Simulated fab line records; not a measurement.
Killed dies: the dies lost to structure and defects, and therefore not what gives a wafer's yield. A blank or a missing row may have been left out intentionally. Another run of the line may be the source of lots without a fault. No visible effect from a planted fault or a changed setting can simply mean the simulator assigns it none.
Commonality check across tools :: flow sky130 :: 45 wafers sampled across 15 lots

## REASON IT WAS OPENED
3 of 15 lots carry a flag on the reading VT_ADJUST_LVTN_2_TW at SKY_VT_ADJUST_LVTN_TW_MEAS_21. Wafers without a fault read 188.1, standard deviation 2.4.
Rule: a lot is flagged when every wafer of it that has a number lies more than 4 standard deviations from that mean, or none has a number. The rest of the lots are taken to be sound.

lot: L404
measured: day 7 17:36
on: filmMetro-01
VT_ADJUST_LVTN_2_TW, wafer by wafer: 185.7 185.7 184.7
flag: 

lot: L405
measured: day 8 02:09
on: filmMetro-04
VT_ADJUST_LVTN_2_TW, wafer by wafer: 191.5 191.0 191.4
flag: 

lot: L406
measured: day 8 05:34
on: filmMetro-01
VT_ADJUST_LVTN_2_TW, wafer by wafer: 184.7 184.5 184.5
flag: 

lot: L408
measured: day 8 23:11
on: filmMetro-01
VT_ADJUST_LVTN_2_TW, wafer by wafer: 184.4 185.1 185.1
flag: 

lot: L409
measured: day 9 04:44
on: filmMetro-02
VT_ADJUST_LVTN_2_TW, wafer by wafer: 186.2 186.3 187.5
flag: 

lot: L413
measured: day 10 02:59
on: filmMetro-02
VT_ADJUST_LVTN_2_TW, wafer by wafer: 186.2 187.5 186.7
flag: 

lot: L414
measured: day 10 11:07
on: filmMetro-04
VT_ADJUST_LVTN_2_TW, wafer by wafer: 190.3 190.6 190.9
flag: 

lot: L415
measured: day 10 21:37
on: filmMetro-04
VT_ADJUST_LVTN_2_TW, wafer by wafer: 190.9 191.3 190.9
flag: 

lot: L416
measured: day 11 05:02
on: filmMetro-01
VT_ADJUST_LVTN_2_TW, wafer by wafer: 186.4 185.8 185.7
flag: 

lot: L417
measured: day 11 11:47
on: filmMetro-02
VT_ADJUST_LVTN_2_TW, wafer by wafer: 187.0 186.2 186.9
flag: 

lot: L418
measured: day 11 13:53
on: filmMetro-04
VT_ADJUST_LVTN_2_TW, wafer by wafer: 190.1 190.5 189.5
flag: 

lot: L420
measured: day 12 07:48
on: filmMetro-02
VT_ADJUST_LVTN_2_TW, wafer by wafer: 187.8 187.3 187.5
flag: 

lot: L423
measured: day 13 06:53
on: filmMetro-02
VT_ADJUST_LVTN_2_TW, wafer by wafer: 265.3 266.3 265.6
flag: FLAGGED

lot: L424
measured: day 13 11:46
on: filmMetro-04
VT_ADJUST_LVTN_2_TW, wafer by wafer: 270.1 270.7 270.7
flag: FLAGGED

lot: L425
measured: day 13 16:41
on: filmMetro-04
VT_ADJUST_LVTN_2_TW, wafer by wafer: 270.1 269.0 270.5
flag: FLAGGED
The mean of the flagged lots' numbers is 268.7, +80.6 from the usual (+34 standard deviations).

## WHICH TOOL EACH LOT WENT THROUGH
The record holds 2 process steps before the reading, out of a route of 708 steps. Each cell gives the tool, then ch followed by the chambers the sampled wafers passed through, then the start.
lot: L404
flag: 
SKY_FIELD_ISO_ETCH_17: rieSi-01 ch 0,1,2, day 2 05:42
SKY_VT_ADJUST_LVTN_COAT_02: lithoTrack-04 ch 0, day 6 11:30

lot: L405
flag: 
SKY_FIELD_ISO_ETCH_17: rieSi-01 ch 0,1,2, day 2 11:06
SKY_VT_ADJUST_LVTN_COAT_02: lithoTrack-02 ch 0, day 6 19:14

lot: L406
flag: 
SKY_FIELD_ISO_ETCH_17: rieSi-01 ch 0,3, day 2 15:03
SKY_VT_ADJUST_LVTN_COAT_02: lithoTrack-03 ch 0, day 6 22:08

lot: L408
flag: 
SKY_FIELD_ISO_ETCH_17: rieSi-02 ch 1,2,3, day 3 02:21
SKY_VT_ADJUST_LVTN_COAT_02: lithoTrack-02 ch 0, day 7 16:02

lot: L409
flag: 
SKY_FIELD_ISO_ETCH_17: rieSi-01 ch 0,3, day 3 07:03
SKY_VT_ADJUST_LVTN_COAT_02: lithoTrack-04 ch 0, day 7 21:05

lot: L413
flag: 
SKY_FIELD_ISO_ETCH_17: rieSi-02 ch 0,1, day 4 03:57
SKY_VT_ADJUST_LVTN_COAT_02: lithoTrack-04 ch 0, day 8 18:41

lot: L414
flag: 
SKY_FIELD_ISO_ETCH_17: rieSi-01 ch 0,1,2, day 4 08:45
SKY_VT_ADJUST_LVTN_COAT_02: lithoTrack-04 ch 0, day 9 01:47

lot: L415
flag: 
SKY_FIELD_ISO_ETCH_17: rieSi-01 ch 0,2,3, day 4 16:36
SKY_VT_ADJUST_LVTN_COAT_02: lithoTrack-03 ch 0, day 9 11:02

lot: L416
flag: 
SKY_FIELD_ISO_ETCH_17: rieSi-02 ch 1,3, day 4 22:12
SKY_VT_ADJUST_LVTN_COAT_02: lithoTrack-04 ch 0, day 9 18:08

lot: L417
flag: 
SKY_FIELD_ISO_ETCH_17: rieSi-02 ch 0,1, day 5 02:06
SKY_VT_ADJUST_LVTN_COAT_02: lithoTrack-02 ch 0, day 10 00:29

lot: L418
flag: 
SKY_FIELD_ISO_ETCH_17: rieSi-01 ch 1,3, day 5 05:00
SKY_VT_ADJUST_LVTN_COAT_02: lithoTrack-04 ch 0, day 10 02:44

lot: L420
flag: 
SKY_FIELD_ISO_ETCH_17: rieSi-02 ch 0,1,2, day 5 15:33
SKY_VT_ADJUST_LVTN_COAT_02: lithoTrack-02 ch 0, day 10 20:26

lot: L423
flag: FLAGGED
SKY_FIELD_ISO_ETCH_17: rieSi-01 ch 0,3, day 6 08:36
SKY_VT_ADJUST_LVTN_COAT_02: lithoTrack-03, day 11 16:49

lot: L424
flag: FLAGGED
SKY_FIELD_ISO_ETCH_17: rieSi-01 ch 0,1,3, day 6 12:51
SKY_VT_ADJUST_LVTN_COAT_02: lithoTrack-02, day 11 21:54

lot: L425
flag: FLAGGED
SKY_FIELD_ISO_ETCH_17: rieSi-02 ch 0,2,3, day 6 20:52
SKY_VT_ADJUST_LVTN_COAT_02: lithoTrack-04, day 12 02:59
What is done by these steps:
- SKY_FIELD_ISO_ETCH_17: etches Si in HBr/Cl2/O2, target depth 342 nm, time 97.7 s.
- SKY_VT_ADJUST_LVTN_COAT_02: resist thk 3000 nm.
- SKY_VT_ADJUST_LVTN_TW_MEAS_21

## FLAGGED OVER TOTAL, TOOL BY TOOL (the gauges that took the reading come last)
step: SKY_FIELD_ISO_ETCH_17
tool: rieSi-01
lots run: 9
flagged: 2
share of the flagged lots: some
sound lots run after its first flagged lot: 0

step: SKY_FIELD_ISO_ETCH_17
tool: rieSi-02
lots run: 6
flagged: 1
share of the flagged lots: some
sound lots run after its first flagged lot: 0

step: SKY_VT_ADJUST_LVTN_COAT_02
tool: lithoTrack-02
lots run: 5
flagged: 1
share of the flagged lots: some
sound lots run after its first flagged lot: 0

step: SKY_VT_ADJUST_LVTN_COAT_02
tool: lithoTrack-03
lots run: 3
flagged: 1
share of the flagged lots: some
sound lots run after its first flagged lot: 0

step: SKY_VT_ADJUST_LVTN_COAT_02
tool: lithoTrack-04
lots run: 7
flagged: 1
share of the flagged lots: some
sound lots run after its first flagged lot: 0

step: SKY_VT_ADJUST_LVTN_TW_MEAS_21
tool: filmMetro-01
lots run: 4
flagged: 0
share of the flagged lots: none
sound lots run after its first flagged lot: -

step: SKY_VT_ADJUST_LVTN_TW_MEAS_21
tool: filmMetro-02
lots run: 5
flagged: 1
share of the flagged lots: some
sound lots run after its first flagged lot: 0

step: SKY_VT_ADJUST_LVTN_TW_MEAS_21
tool: filmMetro-04
lots run: 6
flagged: 2
share of the flagged lots: some
sound lots run after its first flagged lot: 0

## WHAT IS ALLOWED BY THE TABLE
No row of the table ran every flagged lot.

## WHAT HAD BEEN PUT IN BY THE SIMULATOR
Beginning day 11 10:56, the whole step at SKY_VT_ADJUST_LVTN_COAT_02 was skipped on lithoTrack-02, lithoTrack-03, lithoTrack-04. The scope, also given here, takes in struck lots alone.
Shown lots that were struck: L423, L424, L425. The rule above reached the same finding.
